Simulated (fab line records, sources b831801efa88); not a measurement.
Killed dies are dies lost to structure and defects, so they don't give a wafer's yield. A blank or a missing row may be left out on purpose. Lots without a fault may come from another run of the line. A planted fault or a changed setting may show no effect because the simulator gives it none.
Chamber matching | flow gf180mcu | GF_V4_CVD_02 on pecvd-01: 3 sister chambers
The step deposits SiO2 from TEOS, target thk 850 nm, time 94.851 s. 14 wafers are shown with their chamber, then 7 later ones without.

WAFERS WITH THEIR CHAMBER
wafer  | chamber | heater_power_w (W) | susceptor_temp_C (C)
L180.1 | 1       | 636                | 400.34
L180.2 | 2       | 552                | 400.53
L180.4 | 2       | 598                | 400.01
L186.1 | 2       | 535                | 400.36
L186.5 | 1       | 695                | 400.15
L186.6 | 2       | 566                | 400.10
L187.3 | 2       | 626                | 400.25
L187.4 | 0       | 724                | 399.58
L187.5 | 1       | 682                | 399.68
L188.1 | 2       | 529                | 400.13
L188.3 | 1       | 581                | 400.06
L188.4 | 2       | 590                | 400.19
L189.1 | 1       | 600                | 400.22
L189.3 | 2       | 516                | 399.74

SIGNATURES (means of the wafers above)
reading          | chamber 0 | chamber 1 | chamber 2 | scatter within a chamber
heater_power_w   | 724.00    | 638.80    | 564.00    | 42.7
susceptor_temp_C | 399.5800  | 400.0900  | 400.1637  | 0.241
Rule: a wafer's distance from a chamber is the root of the sum, over the readings, of the square of ((its reading less the chamber's mean) divided by the reading's scatter). The wafer belongs to the nearest chamber; if the next one is less than 2 further off, it can't be placed. The scatter: the root of (the sum of the squares of (reading less its chamber's mean) over the shown wafers, divided by (wafers less chambers)).

WAFERS WITHOUT THEIR CHAMBER
wafer  | heater_power_w (W) | susceptor_temp_C (C)
L189.4 | 575                | 399.97
L197.2 | 608                | 399.96
L197.3 | 744                | 399.94
L197.6 | 581                | 399.88
L200.3 | 619                | 400.14
L200.4 | 566                | 400.25
L200.5 | 771                | 399.81

WHICH CHAMBER EACH WENT THROUGH
wafer  | from the rows above     | in truth
L189.4 | can't be placed: 2 or 1 | 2
L197.2 | can't be placed: 1 or 2 | 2
L197.3 | can't be placed: 0 or 1 | 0
L197.6 | can't be placed: 2 or 1 | 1
L200.3 | can't be placed: 1 or 2 | 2
L200.4 | can't be placed: 2 or 1 | 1
L200.5 | can't be placed: 0 or 1 | 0
Placed correctly: 0 of 7. Can't be placed from these rows: 7 (the true chamber is among the candidates in 7). Placed wrongly: 0.
